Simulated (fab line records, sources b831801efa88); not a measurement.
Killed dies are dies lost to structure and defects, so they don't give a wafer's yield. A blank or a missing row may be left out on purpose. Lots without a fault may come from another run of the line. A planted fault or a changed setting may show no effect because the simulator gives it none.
One fault seen from 2 desks | flow sfq_line | each desk has only its own numbers; what lay behind them comes last

THE TOOL OWNER'S DESK: litho_track-03
The tool's own readings at SFQ_TRILAYER_M4_LITHO_PEB_096 (peb time 60 s): means of the sampled wafers that have a number, for each lot that ran on this tool. A lot is out of limits, marked OUT, if its mean lies more than 4 standard deviations from the usual mean; the brackets give that distance.
Columns: A = heater_power_total_W at SFQ_TRILAYER_M4_LITHO_PEB_096, usual 79.15 W; B = plate_temp_C at SFQ_TRILAYER_M4_LITHO_PEB_096, usual 115.01 C
lot  | first seen here | A               | B
L187 | day 44 02:14    | 77.82 (-21) OUT | 113.50 (-9.5) OUT
L188 | day 45 04:38    | 77.70 (-22) OUT | 113.38 (-10) OUT
L195 | day 49 05:43    | 79.17           | 115.12
L197 | day 49 11:44    | 79.13           | 114.95
L201 | day 50 03:20    | 79.23           | 115.21
This desk's finding: out of limits on L187, L188; first on L187, day 44 02:14 (heater_power_total_W at SFQ_TRILAYER_M4_LITHO_PEB_096). In limits: L195, L197, L201.

THE METROLOGY DESK
What the gauges read, lot by lot, whatever tool the lot ran on: means of the sampled wafers that have a number. A lot is out of limits, marked OUT, if its mean lies more than 4 standard deviations from the usual mean; the brackets give that distance.
Columns: A = M4_NB_RS at SFQ_M4_RS_MEAS_924, usual 0.892 ohm/sq; B = M4_OVL at SFQ_M4_OVL_MEAS_926, usual -2 nm
lot  | first seen here | A     | B
L181 | day 34 20:28    | 0.893 | 7
L187 | day 37 22:10    | 0.898 | -8
L188 | day 39 10:32    | 0.890 | -1
L195 | day 48 12:00    | 0.909 | -5
L197 | day 48 15:37    | 0.892 | -2
L201 | day 49 05:55    | 0.888 | 3
This desk's finding: nothing out of limits on any of the 6 lots.

PUT TOGETHER
The tool owner's desk could have raised an alarm at day 44 02:14, on L187, L188.
The metrology desk saw nothing out of limits.
The metrology desk has L187, L188 on record, within its limits.
Of the lots named, all ran SFQ_TRILAYER_M4_LITHO_PEB_096 on litho_track-03.

WHAT THE SIMULATOR HAD PUT IN
Process parameter drift: litho_track-03, from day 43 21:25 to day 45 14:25, at SFQ_TRILAYER_M4_LITHO_PEB_096. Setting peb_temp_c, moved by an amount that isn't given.
Lots struck among those shown: L187, L188.
Hours from the fault's start to each desk's first reading out of limits: the tool owner's desk, 5.
